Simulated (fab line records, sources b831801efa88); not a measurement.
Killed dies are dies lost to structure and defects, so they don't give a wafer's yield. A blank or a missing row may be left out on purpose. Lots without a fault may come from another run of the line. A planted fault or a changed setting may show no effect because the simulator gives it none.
A struck lot beside a sound one | flow sky130 | 15 steps out of a route of 708
Sound: wafers L866.1, L866.4, L866.6. Struck: wafers L862.1, L862.2, L862.4. The cause comes at the end.
At each step with rows: each side's tool, then ch and its chambers, then its first start. Under that, the readings that differ: sound wafers | struck wafers | difference of the means | sigmas: that difference in standard deviations of wafers without a fault.
alike: readings whose means differ by less than 2 such deviations, and words and numbers that are the same on both sides. not compared: withheld readings, readings that some wafer has no value for, bounds like >300 that may hide the same value, and numbers for which the record gives no deviation and whose values overlap.
The two part at a step that has a row with sigmas, a row that says differs or no value, or rows on one side only. Numbers that don't overlap but have no deviation are shown without sigmas and don't part them. A reading that every wafer of one side lacks parts them only if that side has two wafers or more.

SKY_VIA2_CMP_02: polishes SiO2.
  sound on cmp-01 ch 1,2,3, day 41 01:54; struck on cmp-01 ch 0,2,3, day 39 08:17
  alike: motor_current_A
SKY_VIA2_BOW_MEAS_03:
  sound on film_metro-01, day 41 02:09; struck on film_metro-01, day 39 08:35
  alike: VIA2_BOW
then, 8 steps without rows for these wafers: SKY_VIA2_DEHYDRATE_04 (time 60 s); SKY_VIA2_HMDS_05 (prime time 60 s); SKY_VIA2_COAT_06 (resist thk 60 nm); SKY_VIA2_COAT_07 (resist thk 450 nm); SKY_VIA2_SOFTBAKE_08 (time 90 s); SKY_VIA2_EXPOSE_09 (exposes mask VIM2, target cd 200 nm); SKY_VIA2_PEB_10; SKY_VIA2_DEVELOP_11 (develop time 60 s).
SKY_VIA2_CD_MEAS_12: target cd 200 nm.
  sound on cd_sem-01, day 42 02:14; struck on cd_sem-01, day 40 08:48
  alike: cd_nm
SKY_VIA2_OVL_MEAS_13:
  sound on overlay-01, day 42 02:22; struck on overlay-01, day 40 08:55
  alike: VIA2_OVL
SKY_VIA2_ETCH_14: etches BARC in N2/H2, stops on SiO2, time 45.9 s, target depth 60 nm.
  sound on rie_diel-04 ch 0,2,3, day 42 02:24; struck on rie_diel-03 ch 1,2,3, day 40 08:57
  reading               | sound             | struck            | difference | sigmas
  bias_w (W)            | 99.70 99.63 99.82 | 88.37 88.39 88.29 | -11.37     | -44
  oes_product_au (a.u.) | 0.860 0.860 0.860 | 0.845 0.843 0.860 | -0.011     | -2
  alike: drypump_motor_current_A, throttle_valve_pct
  not compared: rf_hours_counter_h
SKY_VIA2_ETCH_15: etches SiO2 in C4F8/O2/Ar, stops on TiN, target depth 546 nm, time 84 s.
  sound on rie_diel-04 ch 0,2,3, day 42 02:26; struck on rie_diel-03 ch 1,2,3, day 40 09:00
  alike: bias_w, oes_product_au
  not compared: rf_hours_counter_h
-- the record jumps here: 9 days lie between the struck wafers' starts before and after (it left off in module VIA2 and takes up again in module PAD_OPEN, whose first step shown is number 708 of the route) --
SKY_PAD_OPEN_PROBE_99:
  sound on prober-02, day 50 06:31; struck on prober-01, day 48 22:44
  reading             | sound    | struck  | difference | sigmas
  killed_at_front_end | 25 18 17 | 13 12 9 | -9         | -2
  alike: defect_limited_yield, killed_at_M0_to_M3, killed_at_M4_up, killed_at_contacts, killed_at_other, killed_dies, killed_on_rim, killed_open, killed_short, sort_bin_3_pad_short, sort_bin_5_function, sort_bin_6_memory, sort_n_pass, sort_yield_pct

WHERE THEY PART
First at SKY_VIA2_ETCH_14; last, within this record, at SKY_PAD_OPEN_PROBE_99.

WHY: what the simulator had put in
Process parameter drift: rie_diel-03, from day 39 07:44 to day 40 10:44, at SKY_VIA2_ETCH_14. Setting bias_w, moved by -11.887, from 100. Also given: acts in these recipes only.
